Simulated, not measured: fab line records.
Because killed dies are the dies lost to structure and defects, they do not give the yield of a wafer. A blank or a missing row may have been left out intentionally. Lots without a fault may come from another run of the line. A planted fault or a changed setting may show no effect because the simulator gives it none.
Which tool did it? || flow sky130 || Sampling: 11 lots, 33 wafers, 5 of 708 route steps

## WHAT THE GAUGES READ, wafer by wafer
SKY_METAL2_CD_MEAS_15: the cd target is 140 nm.
{"lot": "L655", "measured": "day 35 16:16", "on": "cdSem-02", "cdNm (nm)": "139.5 139.8 139.4"}
{"lot": "L658", "measured": "day 36 10:32", "on": "cdSem-02", "cdNm (nm)": "142.4 142.4 140.8"}
{"lot": "L657", "measured": "day 36 13:35", "on": "cdSem-02", "cdNm (nm)": "140.5 139.9 140.5"}
{"lot": "L659", "measured": "day 36 15:43", "on": "cdSem-02", "cdNm (nm)": "140.3 139.8 139.7"}
{"lot": "L660", "measured": "day 37 02:14", "on": "cdSem-01", "cdNm (nm)": "138.9 139.6 139.8"}
{"lot": "L661", "measured": "day 37 08:25", "on": "cdSem-02", "cdNm (nm)": "140.1 140.2 139.1"}
{"lot": "L664", "measured": "day 38 07:25", "on": "cdSem-02", "cdNm (nm)": "139.8 141.1 141.7"}
{"lot": "L666", "measured": "day 38 20:14", "on": "cdSem-01", "cdNm (nm)": "138.6 138.8 141.0"}
{"lot": "L669", "measured": "day 39 15:37", "on": "cdSem-02", "cdNm (nm)": "139.1 138.5 139.1"}
{"lot": "L676", "measured": "day 41 19:03", "on": "cdSem-02", "cdNm (nm)": "137.0 138.8 138.1"}
{"lot": "L677", "measured": "day 41 21:44", "on": "cdSem-01", "cdNm (nm)": "138.8 138.2 139.8"}

SKY_CAPM_THK_MEAS_01.
{"lot": "L655", "measured": "day 36 21:58", "on": "filmMetro-02", "CAPM_CVD_00_THK (nm)": "15.44 15.71 15.45"}
{"lot": "L658", "measured": "day 37 15:13", "on": "filmMetro-02", "CAPM_CVD_00_THK (nm)": "15.50 15.35 15.47"}
{"lot": "L657", "measured": "day 37 18:37", "on": "filmMetro-02", "CAPM_CVD_00_THK (nm)": "15.21 15.53 16.15"}
{"lot": "L659", "measured": "day 37 21:05", "on": "filmMetro-03", "CAPM_CVD_00_THK (nm)": "15.16 15.38 15.52"}
{"lot": "L660", "measured": "day 38 06:34", "on": "filmMetro-02", "CAPM_CVD_00_THK (nm)": "15.62 15.54 15.55"}
{"lot": "L661", "measured": "day 38 13:44", "on": "filmMetro-03", "CAPM_CVD_00_THK (nm)": "15.40 15.11 15.28"}
{"lot": "L664", "measured": "day 39 11:46", "on": "filmMetro-03", "CAPM_CVD_00_THK (nm)": "15.61 15.30 15.38"}
{"lot": "L666", "measured": "day 40 01:07", "on": "filmMetro-02", "CAPM_CVD_00_THK (nm)": "15.07 15.46 15.73"}
{"lot": "L669", "measured": "day 40 19:55", "on": "filmMetro-02", "CAPM_CVD_00_THK (nm)": "15.34 15.12 15.44"}
{"lot": "L676", "measured": "day 42 21:39", "on": "filmMetro-01", "CAPM_CVD_00_THK (nm)": "15.47 5.81 5.67 15.52 5.80 5.63"}
{"lot": "L677", "measured": "day 43 00:43", "on": "filmMetro-01", "CAPM_CVD_00_THK (nm)": "15.17 15.67 5.76 15.15 15.64 5.77"}

## WHAT TOOL EACH LOT RAN ON (gives the tool, then ch and the chambers of the sampled wafers, and finally the start)
{"lot": "L655", "SKY_METAL1_STRIP_20": "plasmaAsher-03 ch 1, day 33 09:15", "SKY_VIA1_ETCH_14": "rieDiel-01 ch 0,2,3, day 34 12:42", "SKY_CAPM_CVD_00": "pecvd-01 ch 0,2, day 36 21:57"}
{"lot": "L658", "SKY_METAL1_STRIP_20": "plasmaAsher-04 ch 0,1, day 34 02:30", "SKY_VIA1_ETCH_14": "rieDiel-01 ch 0,1,2, day 35 06:08", "SKY_CAPM_CVD_00": "pecvd-01 ch 0,1,2, day 37 15:11"}
{"lot": "L657", "SKY_METAL1_STRIP_20": "plasmaAsher-03 ch 0,1, day 34 05:01", "SKY_VIA1_ETCH_14": "rieDiel-02 ch 0,1,3, day 35 09:01", "SKY_CAPM_CVD_00": "pecvd-03 ch 0,1,2, day 37 18:34"}
{"lot": "L659", "SKY_METAL1_STRIP_20": "plasmaAsher-01 ch 0,1, day 34 08:29", "SKY_VIA1_ETCH_14": "rieDiel-03 ch 2,3, day 35 11:24", "SKY_CAPM_CVD_00": "pecvd-01 ch 0,1, day 37 21:04"}
{"lot": "L660", "SKY_METAL1_STRIP_20": "plasmaAsher-04 ch 0,1, day 34 19:21", "SKY_VIA1_ETCH_14": "rieDiel-03 ch 1,2,3, day 35 22:38", "SKY_CAPM_CVD_00": "pecvd-03 ch 0,1,2, day 38 06:32"}
{"lot": "L661", "SKY_METAL1_STRIP_20": "plasmaAsher-04 ch 0,1, day 35 01:14", "SKY_VIA1_ETCH_14": "rieDiel-02 ch 0,2,3, day 36 04:32", "SKY_CAPM_CVD_00": "pecvd-02 ch 0,1,2, day 38 13:43"}
{"lot": "L664", "SKY_METAL1_STRIP_20": "plasmaAsher-01 ch 0,1, day 36 01:06", "SKY_VIA1_ETCH_14": "rieDiel-02 ch 0,2, day 37 04:28", "SKY_CAPM_CVD_00": "pecvd-02 ch 0,1,2, day 39 11:44"}
{"lot": "L666", "SKY_METAL1_STRIP_20": "plasmaAsher-03 ch 0,1, day 36 14:45", "SKY_VIA1_ETCH_14": "rieDiel-03 ch 1,3, day 37 17:22", "SKY_CAPM_CVD_00": "pecvd-01 ch 0,1, day 40 01:05"}
{"lot": "L669", "SKY_METAL1_STRIP_20": "plasmaAsher-04 ch 0,1, day 37 09:55", "SKY_VIA1_ETCH_14": "rieDiel-02 ch 0,1,3, day 38 13:19", "SKY_CAPM_CVD_00": "pecvd-01 ch 0,1, day 40 19:53"}
{"lot": "L676", "SKY_METAL1_STRIP_20": "plasmaAsher-01 ch 0,1, day 39 14:46", "SKY_VIA1_ETCH_14": "rieDiel-01 ch 0,1,2, day 40 16:51", "SKY_CAPM_CVD_00": "pecvd-01 ch 0,2, day 42 21:37"}
{"lot": "L677", "SKY_METAL1_STRIP_20": "plasmaAsher-01 ch 0,1, day 39 18:03", "SKY_VIA1_ETCH_14": "rieDiel-03 ch 0,1,3, day 40 19:33", "SKY_CAPM_CVD_00": "pecvd-01 ch 0,1,2, day 43 00:41"}
- SKY_METAL1_STRIP_20: strips in O2/N2.
- SKY_VIA1_ETCH_14: etches BARC in N2/H2, stops on SiO2, time 45.9 s, target depth 60 nm.
- SKY_CAPM_CVD_00: deposits SiO2, target thk 15.5 nm.

## AS READ BY THE TOOLS THEMSELVES (means over the sampled wafers that have a number; for cases with no such wafer, the mark the record gives instead)
SKY_METAL1_STRIP_20.
{"lot": "L655", "tool": "plasmaAsher-03", "drypumpMotorCurrentA (A)": 6.5, "oesProductAu (a.u.)": 0.343, "stripTimeToEndpointS (s)": 2.69}
{"lot": "L658", "tool": "plasmaAsher-04", "drypumpMotorCurrentA (A)": 5.6, "oesProductAu (a.u.)": 0.341, "stripTimeToEndpointS (s)": 2.71}
{"lot": "L657", "tool": "plasmaAsher-03", "drypumpMotorCurrentA (A)": 6.4, "oesProductAu (a.u.)": 0.342, "stripTimeToEndpointS (s)": 2.66}
{"lot": "L659", "tool": "plasmaAsher-01", "drypumpMotorCurrentA (A)": 5.5, "oesProductAu (a.u.)": 0.341, "stripTimeToEndpointS (s)": 2.66}
{"lot": "L660", "tool": "plasmaAsher-04", "drypumpMotorCurrentA (A)": 5.6, "oesProductAu (a.u.)": 0.346, "stripTimeToEndpointS (s)": 2.69}
{"lot": "L661", "tool": "plasmaAsher-04", "drypumpMotorCurrentA (A)": 5.6, "oesProductAu (a.u.)": 0.345, "stripTimeToEndpointS (s)": 2.74}
{"lot": "L664", "tool": "plasmaAsher-01", "drypumpMotorCurrentA (A)": 5.5, "oesProductAu (a.u.)": 0.341, "stripTimeToEndpointS (s)": 2.70}
{"lot": "L666", "tool": "plasmaAsher-03", "drypumpMotorCurrentA (A)": 6.4, "oesProductAu (a.u.)": 0.345, "stripTimeToEndpointS (s)": 2.66}
{"lot": "L669", "tool": "plasmaAsher-04", "drypumpMotorCurrentA (A)": 5.9, "oesProductAu (a.u.)": 0.341, "stripTimeToEndpointS (s)": 2.69}
{"lot": "L676", "tool": "plasmaAsher-01", "drypumpMotorCurrentA (A)": 5.5, "oesProductAu (a.u.)": 0.346, "stripTimeToEndpointS (s)": 2.69}
{"lot": "L677", "tool": "plasmaAsher-01", "drypumpMotorCurrentA (A)": 5.5, "oesProductAu (a.u.)": 0.341, "stripTimeToEndpointS (s)": 2.74}

SKY_VIA1_ETCH_14.
{"lot": "L655", "tool": "rieDiel-01", "drypumpMotorCurrentA (A)": 5.8, "oesProductAu (a.u.)": 0.855, "throttleValvePct (%)": 13.229}
{"lot": "L658", "tool": "rieDiel-01", "drypumpMotorCurrentA (A)": 5.9, "oesProductAu (a.u.)": 0.852, "throttleValvePct (%)": 13.226}
{"lot": "L657", "tool": "rieDiel-02", "drypumpMotorCurrentA (A)": 5.7, "oesProductAu (a.u.)": 0.860, "throttleValvePct (%)": 13.226}
{"lot": "L659", "tool": "rieDiel-03", "drypumpMotorCurrentA (A)": 5.7, "oesProductAu (a.u.)": 0.855, "throttleValvePct (%)": 13.225}
{"lot": "L660", "tool": "rieDiel-03", "drypumpMotorCurrentA (A)": 5.5, "oesProductAu (a.u.)": 0.857, "throttleValvePct (%)": 13.230}
{"lot": "L661", "tool": "rieDiel-02", "drypumpMotorCurrentA (A)": 5.6, "oesProductAu (a.u.)": 0.856, "throttleValvePct (%)": 13.222}
{"lot": "L664", "tool": "rieDiel-02", "drypumpMotorCurrentA (A)": 5.5, "oesProductAu (a.u.)": 0.854, "throttleValvePct (%)": 13.226}
{"lot": "L666", "tool": "rieDiel-03", "drypumpMotorCurrentA (A)": 5.9, "oesProductAu (a.u.)": 0.857, "throttleValvePct (%)": 13.229}
{"lot": "L669", "tool": "rieDiel-02", "drypumpMotorCurrentA (A)": 5.7, "oesProductAu (a.u.)": 0.855, "throttleValvePct (%)": 13.226}
{"lot": "L676", "tool": "rieDiel-01", "drypumpMotorCurrentA (A)": 5.9, "oesProductAu (a.u.)": 0.857, "throttleValvePct (%)": 13.226}
{"lot": "L677", "tool": "rieDiel-03", "drypumpMotorCurrentA (A)": 5.5, "oesProductAu (a.u.)": 0.857, "throttleValvePct (%)": 13.221}

SKY_CAPM_CVD_00.
{"lot": "L655", "tool": "pecvd-01", "heaterPowerW (W)": 707}
{"lot": "L658", "tool": "pecvd-01", "heaterPowerW (W)": 762}
{"lot": "L657", "tool": "pecvd-03", "heaterPowerW (W)": 783}
{"lot": "L659", "tool": "pecvd-01", "heaterPowerW (W)": 728}
{"lot": "L660", "tool": "pecvd-03", "heaterPowerW (W)": 762}
{"lot": "L661", "tool": "pecvd-02", "heaterPowerW (W)": 645}
{"lot": "L664", "tool": "pecvd-02", "heaterPowerW (W)": 650}
{"lot": "L666", "tool": "pecvd-01", "heaterPowerW (W)": 789}
{"lot": "L669", "tool": "pecvd-01", "heaterPowerW (W)": 765}
{"lot": "L676", "tool": "pecvd-01", "heaterPowerW (W)": 764}
{"lot": "L677", "tool": "pecvd-01", "heaterPowerW (W)": 759}

## THE ANSWER, worked out from the rows above alone
Rule: what is usual is taken from the lots themselves. The widest of any qualifying gaps counts: lots, ordered by their means at a reading, are off when they make up no more than a third of the lots, leave a main group of 4 or more, and stand apart from it by 3 or more times the standard deviation of that group's means. Not used: any main group whose means are identical at the precision the tables above print for the reading. A lot without any number at a reading at which 4 lots or more have one is off too. All remaining lots with rows at the step are treated as sound. Order of review: gauges by route order, followed by the tools' own readings, for which a lot's mean as printed above is used. At the first step where some lot is off, the reading lying furthest off is the one used; lots without a number count as furthest.
Off: at SKY_CAPM_THK_MEAS_01 (CAPM_CVD_00_THK), L676, L677. Mean 15.44 nm and standard deviation 0.12 in the main group.
If a tool, at a process step before that reading, ran all the lots that are off and no sound lot after the first of them, it fits. Those tools and the gauges at SKY_CAPM_THK_MEAS_01 are tried in the same way. Can't be told from this: 3 tools fit, plasmaAsher-01 at SKY_METAL1_STRIP_20, pecvd-01 at SKY_CAPM_CVD_00, filmMetro-01 at SKY_CAPM_THK_MEAS_01.

## WHAT HAD BEEN PUT IN BY THE SIMULATOR
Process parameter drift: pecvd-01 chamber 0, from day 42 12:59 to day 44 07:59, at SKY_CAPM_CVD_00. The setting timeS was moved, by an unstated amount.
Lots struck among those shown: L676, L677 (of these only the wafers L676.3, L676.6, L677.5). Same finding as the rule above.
